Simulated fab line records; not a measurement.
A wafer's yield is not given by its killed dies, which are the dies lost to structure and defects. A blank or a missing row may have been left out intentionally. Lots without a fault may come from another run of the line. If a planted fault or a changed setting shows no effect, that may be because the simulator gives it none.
fab line records || flow sfqLine
[record] {"lots": 6, "wafers": 18, "lastDay": 86}
route steps=325 shown M4@152 I4@163
lots that met no fault: taken from a fault-free run of the same line
startH: start of the lot's first displayed wafer, in hours after the record's first day || waitH: how many hours have passed since the lot's step before this one || " unchanged from the row above || L1.1+2: one row covering several wafers at once || - no value, or no start was given || * or withheld: withheld || < > ~ a bound
route shown NAME@n: a module of which the file shows steps, and the number in the route of the first || usual: the fault-free wafers' mean and standard deviation || same: alike in all rows || chamber/n: place in a boat || sites: per-site readings || _std_site: how widely they spread, as a standard deviation || _edge_site: mean of outer sites minus mean of inner sites || radiusMm: how far each site lies from the wafer's centre || mask NAME#n: copy n || behind: the most recent tool/chamber to have shaped the wafer || hold: cause of the lot's hold/its duration in hours/its outcome || device: which transistor (n, p or np) failed to switch || end of line: tests of these same wafers at the route's end || a step without rows: its recipe alone || killed: dies lost to structure and defects at the first sort, not the wafer's yield || map: shows each die of a wafer: x if killed, . if not, _ if none is there
set.NAME: the run value of the setting; set.NAME@STEP: its run value at that earlier step || model.NAME: the simulator's own value behind a step, which no gauge read
lots seen at some steps along the route; tables by step, rows by wafer
services: when a tool's chamber went out of use (startH, in hours from the record's first day, below 0 if earlier), for how many hours, and the reason
[[steps]]
[step SFQ_TRILAYER_M4_LITHO_COAT_098]
[recipe] {"resist": "BARC", "spinRpm": 3000, "resistThkNm": 62}
[step SFQ_TRILAYER_M4_LITHO_COAT_093]
[recipe] {"resist": "KrF", "spinRpm": 3000, "resistThkNm": 600}
[step SFQ_TRILAYER_M4_LITHO_SOFTBAKE_097]
[recipe] {"tempC": "withheld", "timeS": "withheld", "resist": "KrF"}
[step SFQ_TRILAYER_M4_LITHO_EXPOSE_094]
[recipe] {"maskId": "M4", "na": 0.6, "sourceShape": "conventional", "sigmaOuter": 0.65, "targetCdNm": 500, "doseMj": 14.4}
[step SFQ_TRILAYER_M4_LITHO_PEB_096]
[recipe] {"pebTempC": 115, "pebTimeS": 60, "resist": "KrF"}
[step SFQ_TRILAYER_M4_LITHO_DEVELOP_095]
[recipe] {"timeS": 60, "resist": "KrF"}
[step SFQ_M4_OVL_MEAS_926]
[usual] {"M4_OVL": "2/5.9"}
{"lot.wafer": "L963.2", "tool": "overlay-01", "chamber": "-", "startH": 1072.87, "waitH": 0.1, "M4_OVL[nm]": 12}
{"lot.wafer": "L963.3", "tool": "overlay-01", "chamber": "-", "startH": 1072.87, "waitH": 0.1, "M4_OVL[nm]": 7}
{"lot.wafer": "L963.5", "tool": "overlay-01", "chamber": "-", "startH": 1072.87, "waitH": 0.1, "M4_OVL[nm]": 12}
{"lot.wafer": "L971.1", "tool": "overlay-02", "chamber": "-", "startH": 1160.40, "waitH": 0.1, "M4_OVL[nm]": 6}
{"lot.wafer": "L971.2", "tool": "overlay-02", "chamber": "-", "startH": 1160.40, "waitH": 0.1, "M4_OVL[nm]": 9}
{"lot.wafer": "L971.5", "tool": "overlay-02", "chamber": "-", "startH": 1160.40, "waitH": 0.1, "M4_OVL[nm]": 8}
{"lot.wafer": "L975.2", "tool": "overlay-02", "chamber": "-", "startH": 1210.62, "waitH": 0.1, "M4_OVL[nm]": -2}
{"lot.wafer": "L975.3", "tool": "overlay-02", "chamber": "-", "startH": 1210.62, "waitH": 0.1, "M4_OVL[nm]": 4}
{"lot.wafer": "L975.6", "tool": "overlay-02", "chamber": "-", "startH": 1210.62, "waitH": 0.1, "M4_OVL[nm]": 5}
{"lot.wafer": "L976.1", "tool": "overlay-01", "chamber": "-", "startH": 1212.32, "waitH": 0.1, "M4_OVL[nm]": -3}
{"lot.wafer": "L976.2", "tool": "overlay-01", "chamber": "-", "startH": 1212.32, "waitH": 0.1, "M4_OVL[nm]": 1}
{"lot.wafer": "L976.5", "tool": "overlay-01", "chamber": "-", "startH": 1212.32, "waitH": 0.1, "M4_OVL[nm]": -5}
{"lot.wafer": "L978.1", "tool": "overlay-01", "chamber": "-", "startH": 1218.67, "waitH": 0.1, "M4_OVL[nm]": 5}
{"lot.wafer": "L978.4", "tool": "overlay-01", "chamber": "-", "startH": 1218.67, "waitH": 0.1, "M4_OVL[nm]": 0}
{"lot.wafer": "L978.6", "tool": "overlay-01", "chamber": "-", "startH": 1218.67, "waitH": 0.1, "M4_OVL[nm]": 8}
{"lot.wafer": "L979.1", "tool": "overlay-02", "chamber": "-", "startH": 1226.07, "waitH": 0.1, "M4_OVL[nm]": -1}
{"lot.wafer": "L979.3", "tool": "overlay-02", "chamber": "-", "startH": 1226.07, "waitH": 0.1, "M4_OVL[nm]": -1}
{"lot.wafer": "L979.5", "tool": "overlay-02", "chamber": "-", "startH": 1226.07, "waitH": 0.1, "M4_OVL[nm]": 0}
[step SFQ_TRILAYER_M4_BARC_OPEN_METAL_ETCH_123]
[recipe] {"maskMaterial": "PR", "chemistry": "O2", "targetDepthNm": 125, "target": "BARC", "icpW": 600, "biasW": 80, "pressureMtorr": 10, "timeS": 41.7}
[usual] {"biasW": "79.96/0.24", "drypumpMotorCurrentA": "5.6/0.51", "oesProductAu": "0.686/0.0044"}
{"lot.wafer": "L963.2", "tool": "rieMetal-03", "chamber": 1, "startH": 1072.90, "waitH": 0.0, "biasW": 80.13, "drypumpMotorCurrentA": 4.8, "oesProductAu": 0.684, "rfHoursCounterH": 35}
{"lot.wafer": "L963.3", "tool": "rieMetal-03", "chamber": 1, "startH": 1072.90, "waitH": 0.0, "biasW": 80.39, "drypumpMotorCurrentA": 4.8, "oesProductAu": 0.678, "rfHoursCounterH": "-"}
{"lot.wafer": "L963.5", "tool": "rieMetal-03", "chamber": 0, "startH": 1072.90, "waitH": 0.0, "biasW": 79.73, "drypumpMotorCurrentA": 6.1, "oesProductAu": 0.685, "rfHoursCounterH": "-"}
{"lot.wafer": "L971.1", "tool": "rieMetal-01", "chamber": 1, "startH": 1160.44, "waitH": 0.0, "biasW": 80.06, "drypumpMotorCurrentA": 6.0, "oesProductAu": 0.682, "rfHoursCounterH": 9}
{"lot.wafer": "L971.2", "tool": "rieMetal-01", "chamber": 0, "startH": 1160.44, "waitH": 0.0, "biasW": 79.94, "drypumpMotorCurrentA": 5.2, "oesProductAu": 0.685, "rfHoursCounterH": 134}
{"lot.wafer": "L971.5", "tool": "rieMetal-01", "chamber": 0, "startH": 1160.44, "waitH": 0.0, "biasW": 79.83, "drypumpMotorCurrentA": 5.2, "oesProductAu": 0.689, "rfHoursCounterH": "-"}
{"lot.wafer": "L975.2", "tool": "rieMetal-02", "chamber": 1, "startH": 1210.67, "waitH": 0.0, "biasW": 80.08, "drypumpMotorCurrentA": 5.8, "oesProductAu": 0.689, "rfHoursCounterH": "-"}
{"lot.wafer": "L975.3", "tool": "rieMetal-02", "chamber": 1, "startH": 1210.67, "waitH": 0.0, "biasW": 80.09, "drypumpMotorCurrentA": 5.7, "oesProductAu": 0.681, "rfHoursCounterH": "-"}
{"lot.wafer": "L975.6", "tool": "rieMetal-02", "chamber": 1, "startH": 1210.67, "waitH": 0.0, "biasW": 79.95, "drypumpMotorCurrentA": 5.8, "oesProductAu": 0.686, "rfHoursCounterH": "-"}
{"lot.wafer": "L976.1", "tool": "rieMetal-03", "chamber": 0, "startH": 1212.36, "waitH": 0.0, "biasW": 79.86, "drypumpMotorCurrentA": 6.2, "oesProductAu": 0.689, "rfHoursCounterH": 113}
{"lot.wafer": "L976.2", "tool": "rieMetal-03", "chamber": 1, "startH": 1212.36, "waitH": 0.0, "biasW": 79.96, "drypumpMotorCurrentA": 4.8, "oesProductAu": 0.690, "rfHoursCounterH": 52}
{"lot.wafer": "L976.5", "tool": "rieMetal-03", "chamber": 1, "startH": 1212.36, "waitH": 0.0, "biasW": 79.98, "drypumpMotorCurrentA": 4.8, "oesProductAu": 0.682, "rfHoursCounterH": "-"}
{"lot.wafer": "L978.1", "tool": "rieMetal-03", "chamber": 0, "startH": 1218.71, "waitH": 0.0, "biasW": 79.84, "drypumpMotorCurrentA": 6.1, "oesProductAu": 0.690, "rfHoursCounterH": 114}
{"lot.wafer": "L978.4", "tool": "rieMetal-03", "chamber": 1, "startH": 1218.71, "waitH": 0.0, "biasW": 79.95, "drypumpMotorCurrentA": 4.8, "oesProductAu": 0.683, "rfHoursCounterH": "-"}
{"lot.wafer": "L978.6", "tool": "rieMetal-03", "chamber": 0, "startH": 1218.71, "waitH": 0.0, "biasW": 79.47, "drypumpMotorCurrentA": 6.1, "oesProductAu": 0.688, "rfHoursCounterH": "-"}
{"lot.wafer": "L979.1", "tool": "rieMetal-03", "chamber": 1, "startH": 1226.11, "waitH": 0.0, "biasW": 79.83, "drypumpMotorCurrentA": 4.8, "oesProductAu": 0.694, "rfHoursCounterH": 54}
{"lot.wafer": "L979.3", "tool": "rieMetal-03", "chamber": 1, "startH": 1226.11, "waitH": 0.0, "biasW": 80.01, "drypumpMotorCurrentA": 4.8, "oesProductAu": 0.693, "rfHoursCounterH": "-"}
{"lot.wafer": "L979.5", "tool": "rieMetal-03", "chamber": 1, "startH": 1226.11, "waitH": 0.0, "biasW": 79.74, "drypumpMotorCurrentA": 4.8, "oesProductAu": 0.680, "rfHoursCounterH": "-"}
[step SFQ_TRILAYER_M4_ETCH_METAL_ETCH_096]
[recipe] {"target": "Nb", "stopOn": "SiO2", "maskMaterial": "PR", "chemistry": "Cl2/Ar", "targetDepthNm": 240, "icpW": 600, "biasW": 80, "pressureMtorr": 10, "timeS": 120}
[usual] {"biasW": "80.00/0.26", "drypumpMotorCurrentA": "5.6/0.51", "oesProductAu": "0.894/0.0081"}
{"lot.wafer": "L963.2", "tool": "rieMetal-03", "chamber": 1, "startH": 1072.96, "waitH": 0.0, "biasW": 80.54, "drypumpMotorCurrentA": 4.8, "oesProductAu": 0.902, "rfHoursCounterH": 35}
{"lot.wafer": "L963.3", "tool": "rieMetal-03", "chamber": 1, "startH": 1072.96, "waitH": 0.0, "biasW": 79.99, "drypumpMotorCurrentA": 4.8, "oesProductAu": 0.905, "rfHoursCounterH": "-"}
{"lot.wafer": "L963.5", "tool": "rieMetal-03", "chamber": 0, "startH": 1072.96, "waitH": 0.0, "biasW": 80.29, "drypumpMotorCurrentA": 6.1, "oesProductAu": 0.902, "rfHoursCounterH": "-"}
{"lot.wafer": "L971.1", "tool": "rieMetal-01", "chamber": 1, "startH": 1160.50, "waitH": 0.0, "biasW": 79.94, "drypumpMotorCurrentA": 6.0, "oesProductAu": 0.899, "rfHoursCounterH": 9}
{"lot.wafer": "L971.2", "tool": "rieMetal-01", "chamber": 0, "startH": 1160.50, "waitH": 0.0, "biasW": 80.11, "drypumpMotorCurrentA": 5.2, "oesProductAu": 0.898, "rfHoursCounterH": 134}
{"lot.wafer": "L971.5", "tool": "rieMetal-01", "chamber": 0, "startH": 1160.50, "waitH": 0.0, "biasW": 80.29, "drypumpMotorCurrentA": 5.2, "oesProductAu": 0.891, "rfHoursCounterH": "-"}
{"lot.wafer": "L975.2", "tool": "rieMetal-02", "chamber": 1, "startH": 1210.81, "waitH": 0.1, "biasW": 79.85, "drypumpMotorCurrentA": 5.8, "oesProductAu": 0.898, "rfHoursCounterH": "-"}
{"lot.wafer": "L975.3", "tool": "rieMetal-02", "chamber": 1, "startH": 1210.81, "waitH": 0.1, "biasW": 80.32, "drypumpMotorCurrentA": 5.8, "oesProductAu": 0.886, "rfHoursCounterH": "-"}
{"lot.wafer": "L975.6", "tool": "rieMetal-02", "chamber": 1, "startH": 1210.81, "waitH": 0.1, "biasW": 79.97, "drypumpMotorCurrentA": 5.8, "oesProductAu": 0.895, "rfHoursCounterH": "-"}
{"lot.wafer": "L976.1", "tool": "rieMetal-03", "chamber": 0, "startH": 1212.42, "waitH": 0.0, "biasW": 80.39, "drypumpMotorCurrentA": 6.1, "oesProductAu": 0.901, "rfHoursCounterH": 113}
{"lot.wafer": "L976.2", "tool": "rieMetal-03", "chamber": 1, "startH": 1212.42, "waitH": 0.0, "biasW": 79.89, "drypumpMotorCurrentA": 4.8, "oesProductAu": 0.916, "rfHoursCounterH": 52}
{"lot.wafer": "L976.5", "tool": "rieMetal-03", "chamber": 1, "startH": 1212.42, "waitH": 0.0, "biasW": 79.64, "drypumpMotorCurrentA": 4.8, "oesProductAu": 0.903, "rfHoursCounterH": "-"}
{"lot.wafer": "L978.1", "tool": "rieMetal-03", "chamber": 0, "startH": 1218.77, "waitH": 0.0, "biasW": 79.99, "drypumpMotorCurrentA": 6.1, "oesProductAu": 0.877, "rfHoursCounterH": 114}
{"lot.wafer": "L978.4", "tool": "rieMetal-03", "chamber": 1, "startH": 1218.77, "waitH": 0.0, "biasW": 80.10, "drypumpMotorCurrentA": 4.8, "oesProductAu": 0.890, "rfHoursCounterH": "-"}
{"lot.wafer": "L978.6", "tool": "rieMetal-03", "chamber": 0, "startH": 1218.77, "waitH": 0.0, "biasW": 80.37, "drypumpMotorCurrentA": 6.1, "oesProductAu": 0.887, "rfHoursCounterH": "-"}
{"lot.wafer": "L979.1", "tool": "rieMetal-03", "chamber": 1, "startH": 1226.17, "waitH": 0.0, "biasW": 80.42, "drypumpMotorCurrentA": 4.8, "oesProductAu": 0.892, "rfHoursCounterH": 54}
{"lot.wafer": "L979.3", "tool": "rieMetal-03", "chamber": 1, "startH": 1226.17, "waitH": 0.0, "biasW": 80.28, "drypumpMotorCurrentA": 4.8, "oesProductAu": 0.890, "rfHoursCounterH": "-"}
{"lot.wafer": "L979.5", "tool": "rieMetal-03", "chamber": 1, "startH": 1226.17, "waitH": 0.0, "biasW": 80.34, "drypumpMotorCurrentA": 4.8, "oesProductAu": 0.900, "rfHoursCounterH": "-"}
[step SFQ_TRILAYER_M4_STRIP_STRIP_097]
[recipe] {"gas": "O2", "powerW": 200, "platenTempC": 40, "overashFraction": 0.65, "chemistry": "O2", "pressureMtorr": 50}
[usual] {"drypumpMotorCurrentA": "5.6/0.51", "oesProductAu": "1.003/0.0089"}
{"lot.wafer": "L963.2", "tool": "rieMetal-03", "chamber": 1, "startH": 1073.08, "waitH": 0.1, "drypumpMotorCurrentA": 4.8, "oesProductAu": 0.997, "rfHoursCounterH": 36}
{"lot.wafer": "L963.3", "tool": "rieMetal-03", "chamber": 1, "startH": 1073.08, "waitH": 0.1, "drypumpMotorCurrentA": 4.8, "oesProductAu": 1.006, "rfHoursCounterH": "-"}
{"lot.wafer": "L963.5", "tool": "rieMetal-03", "chamber": 0, "startH": 1073.08, "waitH": 0.1, "drypumpMotorCurrentA": 6.1, "oesProductAu": 0.996, "rfHoursCounterH": "-"}
{"lot.wafer": "L971.1", "tool": "rieMetal-01", "chamber": 1, "startH": 1160.62, "waitH": 0.1, "drypumpMotorCurrentA": 5.9, "oesProductAu": 0.998, "rfHoursCounterH": 9}
{"lot.wafer": "L971.2", "tool": "rieMetal-01", "chamber": 0, "startH": 1160.62, "waitH": 0.1, "drypumpMotorCurrentA": 5.2, "oesProductAu": 1.001, "rfHoursCounterH": 134}
{"lot.wafer": "L971.5", "tool": "rieMetal-01", "chamber": 0, "startH": 1160.62, "waitH": 0.1, "drypumpMotorCurrentA": 5.2, "oesProductAu": 1.008, "rfHoursCounterH": "-"}
{"lot.wafer": "L975.2", "tool": "rieMetal-02", "chamber": 1, "startH": 1211.22, "waitH": 0.4, "drypumpMotorCurrentA": 5.8, "oesProductAu": 1.012, "rfHoursCounterH": "-"}
{"lot.wafer": "L975.3", "tool": "rieMetal-02", "chamber": 1, "startH": 1211.22, "waitH": 0.4, "drypumpMotorCurrentA": 5.7, "oesProductAu": 1.013, "rfHoursCounterH": "-"}
{"lot.wafer": "L975.6", "tool": "rieMetal-02", "chamber": 1, "startH": 1211.22, "waitH": 0.4, "drypumpMotorCurrentA": 5.7, "oesProductAu": 1.019, "rfHoursCounterH": "-"}
{"lot.wafer": "L976.1", "tool": "rieMetal-03", "chamber": 0, "startH": 1212.54, "waitH": 0.1, "drypumpMotorCurrentA": 6.2, "oesProductAu": 0.999, "rfHoursCounterH": 114}
{"lot.wafer": "L976.2", "tool": "rieMetal-03", "chamber": 1, "startH": 1212.54, "waitH": 0.1, "drypumpMotorCurrentA": 4.8, "oesProductAu": 1.012, "rfHoursCounterH": 52}
{"lot.wafer": "L976.5", "tool": "rieMetal-03", "chamber": 1, "startH": 1212.54, "waitH": 0.1, "drypumpMotorCurrentA": 4.8, "oesProductAu": 1.007, "rfHoursCounterH": "-"}
{"lot.wafer": "L978.1", "tool": "rieMetal-03", "chamber": 0, "startH": 1218.90, "waitH": 0.1, "drypumpMotorCurrentA": 6.2, "oesProductAu": 0.986, "rfHoursCounterH": 114}
{"lot.wafer": "L978.4", "tool": "rieMetal-03", "chamber": 1, "startH": 1218.90, "waitH": 0.1, "drypumpMotorCurrentA": 4.8, "oesProductAu": 1.012, "rfHoursCounterH": "-"}
{"lot.wafer": "L978.6", "tool": "rieMetal-03", "chamber": 0, "startH": 1218.90, "waitH": 0.1, "drypumpMotorCurrentA": 6.2, "oesProductAu": 0.989, "rfHoursCounterH": "-"}
{"lot.wafer": "L979.1", "tool": "rieMetal-03", "chamber": 1, "startH": 1226.29, "waitH": 0.1, "drypumpMotorCurrentA": 4.8, "oesProductAu": 1.010, "rfHoursCounterH": 55}
{"lot.wafer": "L979.3", "tool": "rieMetal-03", "chamber": 1, "startH": 1226.29, "waitH": 0.1, "drypumpMotorCurrentA": 4.8, "oesProductAu": 1.001, "rfHoursCounterH": "-"}
{"lot.wafer": "L979.5", "tool": "rieMetal-03", "chamber": 1, "startH": 1226.29, "waitH": 0.1, "drypumpMotorCurrentA": 4.8, "oesProductAu": 1.002, "rfHoursCounterH": "-"}
[step SFQ_TRILAYER_M4_STRIP_SOLV_CLEAN_098]
[recipe] {"chemistry": "NMP", "tempC": 70, "timeS": 600}
[step SFQ_TRILAYER_I4_DEP_PECVD_099]
[recipe] {"material": "SiO2", "tempC": 150, "timeS": 111.11, "pressureTorr": 2.4, "rfW": 183.3, "precursor": "SiH4/N2O", "targetThkNm": 500}
[usual] {"heaterPowerW": "87/16", "showerheadVppV": "839/52", "throttleValvePct": "24.2/1.4"}
{"lot.wafer": "L963.2", "tool": "pecvd-01", "chamber": 0, "startH": 1073.87, "waitH": 0.0, "heaterPowerW": 68, "showerheadVppV": 837, "throttleValvePct": 22.8}
{"lot.wafer": "L963.3", "tool": "pecvd-01", "chamber": 2, "startH": 1073.87, "waitH": 0.0, "heaterPowerW": 84, "showerheadVppV": 800, "throttleValvePct": 23.8}
{"lot.wafer": "L963.5", "tool": "pecvd-01", "chamber": 2, "startH": 1073.87, "waitH": 0.0, "heaterPowerW": 92, "showerheadVppV": 802, "throttleValvePct": 23.7}
{"lot.wafer": "L971.1", "tool": "pecvd-04", "chamber": 1, "startH": 1161.40, "waitH": 0.0, "heaterPowerW": 85, "showerheadVppV": 806, "throttleValvePct": 23.6}
{"lot.wafer": "L971.2", "tool": "pecvd-04", "chamber": 2, "startH": 1161.40, "waitH": 0.0, "heaterPowerW": 86, "showerheadVppV": 889, "throttleValvePct": 25.1}
{"lot.wafer": "L971.5", "tool": "pecvd-04", "chamber": 0, "startH": 1161.40, "waitH": 0.0, "heaterPowerW": 94, "showerheadVppV": 784, "throttleValvePct": 23.1}
{"lot.wafer": "L975.2", "tool": "pecvd-04", "chamber": 1, "startH": 1212.39, "waitH": 0.0, "heaterPowerW": 93, "showerheadVppV": 798, "throttleValvePct": 23.3}
{"lot.wafer": "L975.3", "tool": "pecvd-04", "chamber": 2, "startH": 1212.39, "waitH": 0.0, "heaterPowerW": 82, "showerheadVppV": 886, "throttleValvePct": 25.3}
{"lot.wafer": "L975.6", "tool": "pecvd-04", "chamber": 1, "startH": 1212.39, "waitH": 0.0, "heaterPowerW": 95, "showerheadVppV": 803, "throttleValvePct": 23.4}
{"lot.wafer": "L976.1", "tool": "pecvd-01", "chamber": 2, "startH": 1213.34, "waitH": 0.0, "heaterPowerW": 84, "showerheadVppV": 788, "throttleValvePct": 24.0}
{"lot.wafer": "L976.2", "tool": "pecvd-01", "chamber": 1, "startH": 1213.34, "waitH": 0.0, "heaterPowerW": 96, "showerheadVppV": 892, "throttleValvePct": 23.3}
{"lot.wafer": "L976.5", "tool": "pecvd-01", "chamber": 0, "startH": 1213.34, "waitH": 0.0, "heaterPowerW": 67, "showerheadVppV": 839, "throttleValvePct": 23.5}
{"lot.wafer": "L978.1", "tool": "pecvd-01", "chamber": 0, "startH": 1219.67, "waitH": 0.0, "heaterPowerW": 84, "showerheadVppV": 843, "throttleValvePct": 23.5}
{"lot.wafer": "L978.4", "tool": "pecvd-01", "chamber": 2, "startH": 1219.67, "waitH": 0.0, "heaterPowerW": 91, "showerheadVppV": 798, "throttleValvePct": 23.9}
{"lot.wafer": "L978.6", "tool": "pecvd-01", "chamber": 0, "startH": 1219.67, "waitH": 0.0, "heaterPowerW": 74, "showerheadVppV": 835, "throttleValvePct": 23.4}
{"lot.wafer": "L979.1", "tool": "pecvd-03", "chamber": 0, "startH": 1227.07, "waitH": 0.0, "heaterPowerW": 66, "showerheadVppV": 906, "throttleValvePct": 24.8}
{"lot.wafer": "L979.3", "tool": "pecvd-03", "chamber": 2, "startH": 1227.07, "waitH": 0.0, "heaterPowerW": 125, "showerheadVppV": 782, "throttleValvePct": 23.9}
{"lot.wafer": "L979.5", "tool": "pecvd-03", "chamber": 0, "startH": 1227.07, "waitH": 0.0, "heaterPowerW": 69, "showerheadVppV": 929, "throttleValvePct": 24.9}
[step SFQ_TRILAYER_I4_CMP_CMP_100]
[recipe] {"material": "SiO2", "downForcePsi": 3, "platenRpm": 60, "padVelocityMS": 0.94248}
[usual] {"motorCurrentA": "10.0/1", "timeToEndpointS": "211/6.8"}
{"lot.wafer": "L963.2", "tool": "cmp-01", "chamber": 0, "startH": 1076.95, "waitH": 3.0, "motorCurrentA": 9.5, "timeToEndpointS": 210}
{"lot.wafer": "L963.3", "tool": "cmp-01", "chamber": 2, "startH": 1077.95, "waitH": 4.0, "motorCurrentA": 9.1, "timeToEndpointS": 213}
{"lot.wafer": "L963.5", "tool": "cmp-01", "chamber": 3, "startH": 1077.95, "waitH": 4.0, "motorCurrentA": 9.7, "timeToEndpointS": 213}
{"lot.wafer": "L971.2", "tool": "cmp-02", "chamber": 1, "startH": 1161.97, "waitH": 0.5, "motorCurrentA": 10.3, "timeToEndpointS": 215}
{"lot.wafer": "L971.1", "tool": "cmp-02", "chamber": 3, "startH": 1162.97, "waitH": 1.5, "motorCurrentA": 10.8, "timeToEndpointS": 214}
{"lot.wafer": "L971.5", "tool": "cmp-02", "chamber": 0, "startH": 1162.97, "waitH": 1.5, "motorCurrentA": 8.9, "timeToEndpointS": 217}
{"lot.wafer": "L975.3", "tool": "cmp-01", "chamber": 2, "startH": 1216.61, "waitH": 4.2, "motorCurrentA": 9.6, "timeToEndpointS": 211}
{"lot.wafer": "L975.2", "tool": "cmp-01", "chamber": 3, "startH": 1216.61, "waitH": 4.2, "motorCurrentA": 9.8, "timeToEndpointS": 114}
{"lot.wafer": "L975.6", "tool": "cmp-01", "chamber": 2, "startH": 1218.61, "waitH": 6.1, "motorCurrentA": 9.3, "timeToEndpointS": 215}
{"lot.wafer": "L976.1", "tool": "cmp-01", "chamber": 3, "startH": 1219.61, "waitH": 6.2, "motorCurrentA": 10.3, "timeToEndpointS": 213}
{"lot.wafer": "L976.2", "tool": "cmp-01", "chamber": 1, "startH": 1220.61, "waitH": 7.2, "motorCurrentA": 8.5, "timeToEndpointS": 112}
{"lot.wafer": "L976.5", "tool": "cmp-01", "chamber": 3, "startH": 1221.61, "waitH": 8.2, "motorCurrentA": 9.8, "timeToEndpointS": 217}
{"lot.wafer": "L978.1", "tool": "cmp-02", "chamber": 2, "startH": 1223.57, "waitH": 3.9, "motorCurrentA": 11.5, "timeToEndpointS": 192}
{"lot.wafer": "L978.4", "tool": "cmp-02", "chamber": 3, "startH": 1223.57, "waitH": 3.9, "motorCurrentA": 11.2, "timeToEndpointS": 210}
{"lot.wafer": "L978.6", "tool": "cmp-02", "chamber": 2, "startH": 1225.57, "waitH": 5.8, "motorCurrentA": 11.4, "timeToEndpointS": 199}
{"lot.wafer": "L979.1", "tool": "cmp-02", "chamber": 0, "startH": 1229.57, "waitH": 2.5, "motorCurrentA": 8.9, "timeToEndpointS": 211}
{"lot.wafer": "L979.3", "tool": "cmp-02", "chamber": 3, "startH": 1231.07, "waitH": 4.0, "motorCurrentA": 10.7, "timeToEndpointS": 210}
{"lot.wafer": "L979.5", "tool": "cmp-02", "chamber": 1, "startH": 1232.07, "waitH": 4.9, "motorCurrentA": 10.7, "timeToEndpointS": 228}
[step SFQ_I4_BOW_MEAS_927]
[recipe] {"mode": "bow"}
[usual] {"I4_BOW": "6/8.3"}
{"lot.wafer": "L963.2", "tool": "filmMetro-04", "chamber": "-", "startH": 1079.47, "waitH": 2.0, "I4_BOW[um]": 10}
{"lot.wafer": "L963.3", "tool": "filmMetro-04", "chamber": "-", "startH": 1079.47, "waitH": 2.0, "I4_BOW[um]": -7}
{"lot.wafer": "L963.5", "tool": "filmMetro-04", "chamber": "-", "startH": 1079.47, "waitH": 2.0, "I4_BOW[um]": 4}
{"lot.wafer": "L971.1", "tool": "filmMetro-04", "chamber": "-", "startH": 1164.47, "waitH": 1.0, "I4_BOW[um]": 9}
{"lot.wafer": "L971.2", "tool": "filmMetro-04", "chamber": "-", "startH": 1164.47, "waitH": 1.0, "I4_BOW[um]": 11}
{"lot.wafer": "L971.5", "tool": "filmMetro-04", "chamber": "-", "startH": 1164.47, "waitH": 1.0, "I4_BOW[um]": 2}
{"lot.wafer": "L975.2", "tool": "filmMetro-03", "chamber": "-", "startH": 1219.63, "waitH": 2.0, "I4_BOW[um]": 13}
{"lot.wafer": "L975.3", "tool": "filmMetro-03", "chamber": "-", "startH": 1219.63, "waitH": 2.0, "I4_BOW[um]": 1}
{"lot.wafer": "L975.6", "tool": "filmMetro-03", "chamber": "-", "startH": 1219.63, "waitH": 2.0, "I4_BOW[um]": 5}
{"lot.wafer": "L976.1", "tool": "filmMetro-03", "chamber": "-", "startH": 1222.61, "waitH": 2.5, "I4_BOW[um]": 11}
{"lot.wafer": "L976.2", "tool": "filmMetro-03", "chamber": "-", "startH": 1222.61, "waitH": 2.5, "I4_BOW[um]": 19}
{"lot.wafer": "L976.5", "tool": "filmMetro-03", "chamber": "-", "startH": 1222.61, "waitH": 2.5, "I4_BOW[um]": 17}
{"lot.wafer": "L978.1", "tool": "filmMetro-03", "chamber": "-", "startH": 1226.57, "waitH": 2.5, "I4_BOW[um]": 9}
{"lot.wafer": "L978.4", "tool": "filmMetro-03", "chamber": "-", "startH": 1226.57, "waitH": 2.5, "I4_BOW[um]": 13}
{"lot.wafer": "L978.6", "tool": "filmMetro-03", "chamber": "-", "startH": 1226.57, "waitH": 2.5, "I4_BOW[um]": 10}
{"lot.wafer": "L979.1", "tool": "filmMetro-02", "chamber": "-", "startH": 1232.57, "waitH": 2.5, "I4_BOW[um]": -11}
{"lot.wafer": "L979.3", "tool": "filmMetro-02", "chamber": "-", "startH": 1232.57, "waitH": 2.5, "I4_BOW[um]": 6}
{"lot.wafer": "L979.5", "tool": "filmMetro-02", "chamber": "-", "startH": 1232.57, "waitH": 2.5, "I4_BOW[um]": -7}
[[services]]
{"tool": "cmp-02", "chamber": "-", "startH": 1049.54, "hours": 4.0, "kind": "repair"}
{"tool": "rieMetal-03", "chamber": "-", "startH": 1049.87, "hours": 1.4, "kind": "pm"}
{"tool": "cmp-02", "chamber": "-", "startH": 1056.54, "hours": 5.3, "kind": "pm"}
{"tool": "pecvd-03", "chamber": "-", "startH": 1058.21, "hours": 14.6, "kind": "pm"}
{"tool": "rieMetal-01", "chamber": 1, "startH": 1058.88, "hours": "-", "kind": "clean"}
{"tool": "rieMetal-01", "chamber": 1, "startH": 1058.88, "hours": "-", "kind": "consumableReplace:focusRing"}
{"tool": "rieMetal-01", "chamber": 1, "startH": 1058.88, "hours": 33.7, "kind": "scheduledDown"}
{"tool": "rieMetal-01", "chamber": 1, "startH": 1058.88, "hours": 33.7, "kind": "ventCycle"}
{"tool": "cmp-01", "chamber": "-", "startH": 1063.93, "hours": 3.5, "kind": "pm"}
{"tool": "cmp-01", "chamber": "-", "startH": 1080.85, "hours": 1.6, "kind": "repair"}
{"tool": "cmp-02", "chamber": "-", "startH": 1087.25, "hours": 4.0, "kind": "pm"}
{"tool": "cmp-02", "chamber": "-", "startH": 1091.25, "hours": "-", "kind": "consumableReplace:conditioner"}
{"tool": "cmp-02", "chamber": "-", "startH": 1091.25, "hours": "-", "kind": "consumableReplace:pad"}
{"tool": "rieMetal-02", "chamber": 0, "startH": 1100.62, "hours": 3.0, "kind": "repair"}
{"tool": "rieMetal-01", "chamber": "-", "startH": 1115.71, "hours": 0.1, "kind": "repair"}
{"tool": "pecvd-03", "chamber": "-", "startH": 1139.70, "hours": 1.8, "kind": "repair"}
{"tool": "cmp-01", "chamber": "-", "startH": 1154.97, "hours": 3.2, "kind": "repair"}
{"tool": "cmp-02", "chamber": "-", "startH": 1157.15, "hours": 1.6, "kind": "repair"}
{"tool": "cmp-01", "chamber": "-", "startH": 1160.04, "hours": 0.9, "kind": "repair"}
{"tool": "rieMetal-03", "chamber": 1, "startH": 1162.63, "hours": 31.6, "kind": "repair"}
{"tool": "rieMetal-01", "chamber": 0, "startH": 1171.02, "hours": "-", "kind": "clean"}
{"tool": "pecvd-04", "chamber": "-", "startH": 1175.38, "hours": 1.7, "kind": "repair"}
{"tool": "pecvd-01", "chamber": 1, "startH": 1218.00, "hours": 4.5, "kind": "repair"}
{"tool": "rieMetal-03", "chamber": "-", "startH": 1231.48, "hours": 1.2, "kind": "repair"}
[[key]]
[firstSign] {"step": "SFQ_TRILAYER_I4_CMP_CMP_100", "reading": "timeToEndpointS", "direction": "down", "sigmas": 14, "usual": "*", "struck": "*"}
effect none on later readings
metAt SFQ_TRILAYER_I4_CMP_CMP_100
struckWafers L975.2,L976.2
onsetBetween 1076.95 1216.61
[fault] {"kind": "processParameterDrift", "tool": "cmp-01", "chamber": "-", "onsetH": 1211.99, "steps": "SFQ_TRILAYER_I4_CMP_CMP_100", "channel": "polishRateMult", "offset": 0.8, "shape": "step", "endH": 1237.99, "scope": "struckWafersOnly"}
